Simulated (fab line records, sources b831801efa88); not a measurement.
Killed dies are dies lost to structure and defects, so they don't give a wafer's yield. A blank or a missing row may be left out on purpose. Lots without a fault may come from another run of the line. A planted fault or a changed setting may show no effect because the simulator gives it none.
fab line records | flow sky130
record lots=5 wafers=14 last_day=50
route steps=708 shown VT_ADJUST_PCH@145 SONOS_TUNNEL@154 PAD_OPEN@708
lots that met no fault: from a run of the same line without faults
start_h: hours from the record's first day to the start of the lot's first wafer shown | wait_h: hours since the lot's step before | " the same as in the row above | L1.1+2: a row that stands for several wafers | - no value, or no start given | * or withheld: withheld | < > ~ a bound
route shown NAME@n: a module of which the file shows steps, and the number in the route of the first | usual: mean/standard deviation of fault-free wafers | same: alike in all rows | chamber/n: place in a boat | sites: the reading at each site | _std_site: their standard deviation | _edge_site: outer sites' mean less inner sites' | radius_mm: how far each site lies from the wafer's centre | mask NAME#n: copy n | behind: the tool/chamber that last shaped the wafer | hold: why the lot was held/for how many hours/how that ended | device: the transistor (n, p or np) that didn't switch | end of line: the same wafers' tests at the end of the route | a step without rows: its recipe alone | killed: dies lost to structure and defects at the first sort, not the wafer's yield | map: a wafer's dies, x killed, . not, _ none there
set.NAME: the setting as run; set.NAME@STEP: as run at that earlier step | model.NAME: the simulator's own value behind a step, which no gauge read
lots at some steps of the route; a table a step, a row a wafer
services: from which hour (start_h, from the record's first day; less than 0 if before it) a tool's chamber was out of use, for how many hours, and why
## steps
# step SKY_VT_ADJUST_PCH_COAT_02
# recipe spin_rpm=2000 resist_thk_nm=3000
# step SKY_VT_ADJUST_PCH_SOFTBAKE_03
# recipe temp_c=110 time_s=withheld
# step SKY_VT_ADJUST_PCH_EXPOSE_04
# recipe mask_id=NWM na=0.6 source_shape=conventional sigma_outer=0.6 polarization=unpolarized target_cd_nm=840 dose_mj=255
# step SKY_VT_ADJUST_PCH_PEB_05
# recipe temp_c=115 time_s=withheld
# step SKY_VT_ADJUST_PCH_DEVELOP_06
# recipe wall_angle_deg=90 developer=TMAH develop_time_s=60 dev_temp_c=23
# step SKY_VT_ADJUST_PCH_OVL_MEAS_07
# usual VT_ADJUST_PCH_OVL=0.8/1.2
# columns lot.wafer tool chamber start_h wait_h VT_ADJUST_PCH_OVL[nm]
L365.2 overlay-01 - 254.81 - 1.5
L365.4 " - " " 1.1
L365.5 " - " " 0.3
L375.1 overlay-02 - 319.40 - 0.0
L375.2 " - " " 1.2
L375.4 " - " " -1.2
L377.3 overlay-01 - 328.07 - 2.3
L377.4 " - " " 0.3
L385.1 overlay-02 - 376.00 - 2.3
L385.3 " - " " 2.6
L385.6 " - " " 2.1
L386.2 overlay-02 - 386.20 - 2.0
L386.4 " - " " 1.4
L386.6 " - " " 2.4
# step SKY_VT_ADJUST_PCH_IMPLANT_08
# recipe species=B energy_kev=10 dose_cm2=5e+11 tilt_deg=withheld
# step SKY_VT_ADJUST_PCH_STRIP_09
# recipe chemistry=O2/N2 power_w=1400 pressure_mtorr=1500 platen_temp_c=withheld o2_flow_sccm=3000 n2_flow_sccm=300 overash_fraction=0.5
# usual drypump_motor_current_A=5.6/0.5 n2_flow_sccm=300.0/0.88 oes_product_au=0.722/0.0041 strip_time_to_endpoint_s=36.94/0.12
# columns lot.wafer tool chamber start_h wait_h drypump_motor_current_A n2_flow_sccm oes_product_au rf_hours_counter_h strip_time_to_endpoint_s
L365.2 plasma_asher-04 0 254.99 0.1 5.2 300.9 0.728 60 36.75
L365.4 " 0 " " 5.2 300.4 0.721 - 36.73
L365.5 " 1 " " 6.0 300.3 0.721 - 36.67
L375.1 plasma_asher-02 1 319.59 0.1 5.9 300.3 0.728 19 37.03
L375.2 " 0 " " 4.8 301.0 0.720 19 37.11
L375.4 " 1 " " 5.9 300.5 0.718 - 37.04
L377.3 plasma_asher-03 1 328.27 0.1 5.6 300.4 0.726 - 36.84
L377.4 " 0 " " 6.2 301.2 0.713 - 37.05
L385.1 plasma_asher-03 0 376.19 0.1 6.1 301.5 0.720 56 37.13
L385.3 " 0 " " 6.2 299.8 0.717 - 37.08
L385.6 " 0 " " 6.1 300.1 0.715 - 37.09
L386.2 plasma_asher-02 1 386.38 0.1 5.9 298.7 0.723 25 37.06
L386.4 " 0 " " 4.7 298.8 0.729 - 37.03
L386.6 " 1 " " 5.9 300.1 0.715 - 37.13
# step SKY_VT_ADJUST_PCH_TW_MEAS_10
# usual VT_ADJUST_PCH_TW=143.3/0.95
# columns lot.wafer tool chamber start_h wait_h VT_ADJUST_PCH_TW
L365.2 film_metro-02 - 255.10 0.1 143.1
L365.4 " - " " 142.3
L365.5 " - " " 142.5
L375.1 film_metro-03 - 319.69 0.1 141.7
L375.2 " - " " 141.9
L375.4 " - " " 141.5
L377.3 film_metro-01 - 328.36 0.1 143.5
L377.4 " - " " 144.0
L385.1 film_metro-03 - 376.29 0.1 143.0
L385.3 " - " " 141.9
L385.6 " - " " 142.4
L386.2 film_metro-01 - 386.49 0.1 144.2
L386.4 " - " " 144.0
L386.6 " - " " 143.4
# step SKY_SONOS_TUNNEL_DEHYDRATE_00
# recipe temp_c=200 time_s=60
# step SKY_SONOS_TUNNEL_HMDS_01
# recipe prime_time_s=60 prime_temp_c=120
# step SKY_SONOS_TUNNEL_COAT_02
# recipe resist=NOVOLAK spin_rpm=3000 resist_thk_nm=1140
# step SKY_SONOS_TUNNEL_SOFTBAKE_03
# recipe temp_c=90 time_s=60 resist=NOVOLAK
# usual heater_power_total_W=56.59/0.049 plate_temp_C=90.02/0.11 run_length_s=89.07/0.11
# columns lot.wafer tool chamber start_h wait_h heater_power_total_W plate_temp_C run_length_s
L365.2 litho_track-01 0 267.83 0.1 56.58 90.14 89.03
L365.4 " 0 " " 56.62 90.01 89.01
L365.5 " 0 " " 56.56 89.87 88.99
L375.1 litho_track-02 0 332.55 0.1 56.63 89.69 88.97
L375.2 " 0 " " 56.61 89.73 89.20
L375.4 " 0 " " 56.67 89.98 88.96
L377.3 litho_track-02 0 341.80 0.1 60.32 - 78.69
L377.4 " 0 " " 56.60 90.17 89.09
L385.1 litho_track-04 0 390.05 0.1 56.55 89.96 89.05
L385.3 " 0 " " 56.65 89.86 88.94
L385.6 " 0 " " 56.57 89.95 88.95
L386.2 litho_track-01 0 400.38 0.1 56.53 89.98 89.00
L386.4 " 0 " " 56.62 89.94 89.03
L386.6 " 0 " " 56.60 89.96 89.03
# step SKY_SONOS_TUNNEL_EXPOSE_04
# recipe mask_id=TUNM na=0.6 source_shape=conventional sigma_outer=0.6 polarization=unpolarized target_cd_nm=410 dose_mj=136
# step SKY_PAD_OPEN_PROBE_99
# usual killed_at_M0_to_M3=44/6.9 killed_at_M4_up=3.3/1.7 killed_at_contacts=24/5.5 killed_at_front_end=16/4.5 killed_at_other=0.2/0.46 killed_dies=87/9.1 killed_open=48/7.3 killed_short=39/6.2
# same gross_dies=492 killed_at_back_side=0
# columns lot.wafer tool chamber start_h wait_h killed_at_M0_to_M3 killed_at_M4_up killed_at_contacts killed_at_front_end killed_at_other killed_dies killed_open killed_short
L375.1 prober-02 - 1165.02 0.1 48 4 16 19 0 87 43 44
L377.3 prober-02 - 1170.03 0.2 41 2 16 19 0 78 39 39
L385.1 prober-01 - 1186.37 0.1 46 4 16 17 0 83 46 37
L385.3 prober-01 - 1186.47 0.2 37 4 30 19 0 90 48 39
L385.6 prober-01 - 1186.62 0.2 37 3 30 24 1 95 53 42
# killed by level:class
L375.1 VIA1:geometric_particle:open=8 POLY_GATE:geometric_particle:short=7 METAL2:geometric_particle:short=7 VIA3:geometric_particle:open=7 CONTACT:geometric_particle:open=5 METAL1:geometric_particle:short=5 VIA3:geometric_particle:short=5 POLY_GATE:geometric_particle:open=4
L377.3 VIA1:geometric_particle:open=10 VIA3:geometric_particle:open=7 VIA3:geometric_particle:short=6 CONTACT:geometric_particle:short=6 FIELD_ISO:geometric_particle:open=5 POLY_GATE:geometric_particle:short=5 CONTACT:geometric_particle:open=5 FIELD_ISO:geometric_particle:short=4
L385.1 VIA1:geometric_particle:open=14 POLY_GATE:geometric_particle:open=7 METAL1:geometric_particle:short=7 CONTACT:geometric_particle:open=6 METAL2:geometric_particle:short=6 FIELD_ISO:geometric_particle:open=5 VIA1:geometric_particle:short=4 VIA2:geometric_particle:open=4
L385.3 CONTACT:geometric_particle:open=11 LI_CONTACT:geometric_particle:open=9 VIA1:geometric_particle:open=8 POLY_GATE:geometric_particle:short=7 VIA1:geometric_particle:short=5 CONTACT:geometric_particle:short=5 VIA3:geometric_particle:open=5 VIA3:geometric_particle:short=5
L385.6 CONTACT:geometric_particle:open=16 VIA1:geometric_particle:open=12 POLY_GATE:geometric_particle:short=11 LI_CONTACT:geometric_particle:open=5 POLY_GATE:geometric_particle:open=4 CONTACT:geometric_particle:short=4 VIA3:geometric_particle:open=4 METAL2:geometric_particle:short=4
## services
# columns tool chamber start_h hours kind
plasma_asher-02 - 240.68 0.9 repair
plasma_asher-03 - 270.39 0.4 repair
plasma_asher-04 - 283.36 8.3 repair
plasma_asher-02 - 357.72 8.3 repair
## key
first_sign step=SKY_SONOS_TUNNEL_SOFTBAKE_03 reading=run_length_s direction=down sigmas=93 usual=* struck=*
effect step=SKY_SONOS_TUNNEL_SOFTBAKE_03 reading=heater_power_total_W direction=up sigmas=76 usual=* struck=*
met_at SKY_SONOS_TUNNEL_SOFTBAKE_03
struck_wafers L377.3
tester_left_out L377
onset_between 332.55 341.80
fault kind=process_parameter_drift tool=litho_track-02 chamber=- onset_h=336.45 steps=SKY_SONOS_TUNNEL_SOFTBAKE_03 channel=time_s offset=* shape=step end_h=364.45 scope=struck_wafers_only acts_in=* stated=*
# tester_left_out: of these lots the tester's yield and bins aren't shown, on N5 and GAA mostly nor the transistor test; their killed dies are dies lost to structure and defects alone, not to doping, threshold or leakage, so they don't give the yield
